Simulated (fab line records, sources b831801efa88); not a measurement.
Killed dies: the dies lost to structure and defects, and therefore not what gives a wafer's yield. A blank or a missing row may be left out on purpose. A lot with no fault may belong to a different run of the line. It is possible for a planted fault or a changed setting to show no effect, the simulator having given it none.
The tool behind it: which one?    flow sky130    11 lots with 33 wafers sampled at 4 steps, on a route of 708 steps

## WHAT THE GAUGES READ, wafer by wafer
SKY_VT_ADJUST_NCORE_CD_MEAS_07 targets a cd of 380 nm. Usual: 380.7 nm for cd_nm, sd 2.3.
lot   measured      on         cd_nm (nm)         flag
L324  day 8 17:26   cd_sem-02  380.4 382.2 379.9  
L326  day 9 03:19   cd_sem-02  383.4 385.6 384.1  
L327  day 9 16:32   cd_sem-02  383.3 381.4 381.4  
L329  day 10 05:10  cd_sem-01  380.9 382.5 382.6  
L330  day 10 07:50  cd_sem-01  378.9 378.8 381.5  
L333  day 11 04:38  cd_sem-02  381.4 382.1 381.8  
L339  day 13 03:50  cd_sem-01  382.1 383.3 381.3  
L340  day 13 10:08  cd_sem-01  378.0 376.5 377.1  
L341  day 13 20:17  cd_sem-01  379.5 379.8 379.8  
L342  day 13 20:25  cd_sem-02  380.8 382.7 380.2  
L347  day 15 14:31  cd_sem-01  378.3 376.0 380.5  

SKY_LDD_HVP_TW_MEAS_10. Usual: for LDD_HVP_TW the level is 454 and the standard deviation is 3.2.
lot   measured      on             LDD_HVP_TW               flag
L324  day 21 22:52  film_metro-02  451 450 450              
L326  day 22 12:48  film_metro-01  454 452 452              
L327  day 23 10:57  film_metro-01  453 450 451              
L329  day 23 19:16  film_metro-01  451 453 453              
L330  day 23 21:07  film_metro-03  460 460 458              
L333  day 25 14:03  film_metro-02  450 452 450              
L339  day 27 12:24  film_metro-02  481 480 479 482 484 482  OFF
L340  day 27 17:26  film_metro-03  485 482 484 486 485 485  OFF
L341  day 28 01:32  film_metro-01  479 481 478 477 477 478  OFF
L342  day 28 04:21  film_metro-01  453 451 453              
L347  day 29 17:54  film_metro-02  451 450 453              

## EACH LOT AND THE TOOL THAT RAN IT (in order: tool; ch and the chambers of the sampled wafers; start)
lot   SKY_LDD_P_STRIP_10                    SKY_LDD_HVP_IMPLANT_08
L324  plasma_asher-04 ch 0,1, day 19 08:08  implanter-04 ch 0, day 21 22:38
L326  plasma_asher-02 ch 1, day 19 22:40    implanter-04 ch 0, day 22 12:33
L327  plasma_asher-03 ch 0,1, day 20 21:44  implanter-04 ch 0, day 23 10:42
L329  plasma_asher-03 ch 0,1, day 21 05:38  implanter-03 ch 0, day 23 19:01
L330  plasma_asher-04 ch 0,1, day 21 07:31  implanter-01 ch 0, day 23 20:54
L333  plasma_asher-04 ch 0,1, day 23 02:11  implanter-03 ch 0, day 25 13:48
L339  plasma_asher-03 ch 0, day 25 01:14    implanter-03 ch 0, day 27 12:09
L340  plasma_asher-02 ch 0,1, day 25 05:43  implanter-03 ch 0, day 27 17:14
L341  plasma_asher-03 ch 0,1, day 25 15:46  implanter-03 ch 0, day 28 01:19
L342  plasma_asher-04 ch 0,1, day 25 17:59  implanter-04 ch 0, day 28 04:06
L347  plasma_asher-02 ch 0,1, day 27 09:20  implanter-04 ch 0, day 29 17:39
- SKY_LDD_P_STRIP_10: strips in O2/N2.
- SKY_LDD_HVP_IMPLANT_08

## WHAT THE TOOLS THEMSELVES READ (means of the sampled wafers that have a number; where no wafer has one, the mark that the record gives instead)
SKY_LDD_P_STRIP_10. Usual: drypump_motor_current_A 5.7 A, standard deviation 0.37; oes_product_au 0.716 a.u., standard deviation 0.0047; strip_time_to_endpoint_s 14.19 s, standard deviation 0.037.
lot   tool             drypump_motor_current_A (A)  oes_product_au (a.u.)  strip_time_to_endpoint_s (s)  flag
L324  plasma_asher-04  5.7                          0.712                  14.13                         
L326  plasma_asher-02  5.9                          0.717                  14.16                         
L327  plasma_asher-03  5.4                          0.715                  14.23                         
L329  plasma_asher-03  5.4                          0.717                  14.15                         
L330  plasma_asher-04  5.6                          0.715                  14.14                         
L333  plasma_asher-04  5.6                          0.714                  14.20                         
L339  plasma_asher-03  5.4                          0.718                  14.14                         
L340  plasma_asher-02  6.2                          0.718                  14.22                         
L341  plasma_asher-03  5.4                          0.717                  14.22                         
L342  plasma_asher-04  5.6                          0.720                  14.19                         
L347  plasma_asher-02  6.1                          0.714                  14.17                         

SKY_LDD_HVP_IMPLANT_08. Usual: beam_on_s 9.99 s, standard deviation 0.18; faraday_current_uA 95.9, standard deviation 1.8; tilt_deg 17.896 degrees, standard deviation 0.022.
lot   tool          beam_on_s (s)  faraday_current_uA  tilt_deg (degrees)  flag
L324  implanter-04  9.88           96.8                17.897              
L326  implanter-04  10.05          95.3                17.912              
L327  implanter-04  9.83           97.3                17.870              
L329  implanter-03  9.86           97.1                17.874              
L330  implanter-01  9.93           96.4                17.879              
L333  implanter-03  10.15          94.7                17.906              
L339  implanter-03  12.05          79.6                17.904              OFF
L340  implanter-03  12.06          79.2                17.914              OFF
L341  implanter-03  12.04          79.7                17.917              OFF
L342  implanter-04  9.98           96.1                17.867              
L347  implanter-04  10.01          95.9                17.897              

## THE ANSWER, worked out from the rows above alone
Rule: take the mean of a lot's wafers that have a number; if it is more than 3 standard deviations from the usual mean, the lot is off. A lot without any number at a reading at which 4 lots or more have one is off too. The other lots that the step has rows for count as sound. After the gauges, taken in route order, come the tools' own readings; for these a lot's mean is taken, as printed above. The first step at which some lot is off is used, and at that step the reading that is off furthest; a lot without a number counts as furthest.
Off: L339, L340, L341, seen at SKY_LDD_HVP_TW_MEAS_10 (LDD_HVP_TW).
If a tool, at a process step before that reading, ran all the lots that are off and no sound lot after the first of them, it fits. The gauges at SKY_LDD_HVP_TW_MEAS_10 aren't tried: what is off there is off at SKY_LDD_HVP_IMPLANT_08 too, on other tools, and a gauge's error can't cause that. One candidate fits, namely implanter-03 at SKY_LDD_HVP_IMPLANT_08. A fault onset in the window from L333 (day 25 13:48, its last sound lot) to L339 (day 27 12:09, its first lot off) fits.
The tool's own readings at SKY_LDD_HVP_IMPLANT_08 bear it out: on the lots that are off they differ by more than 5 times the standard deviation of the sound lots' means. beam_on_s reads 12.05 s there against 9.96 s on the sound lots; faraday_current_uA reads 79.5 there against 96.2 on the sound lots.

## WHAT HAD BEEN PUT IN BY THE SIMULATOR
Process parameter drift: implanter-03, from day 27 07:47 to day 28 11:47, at SKY_LDD_HVP_IMPLANT_08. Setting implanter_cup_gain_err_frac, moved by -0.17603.
Shown lots that were struck: L339, L340, L341. The rule above found the same.
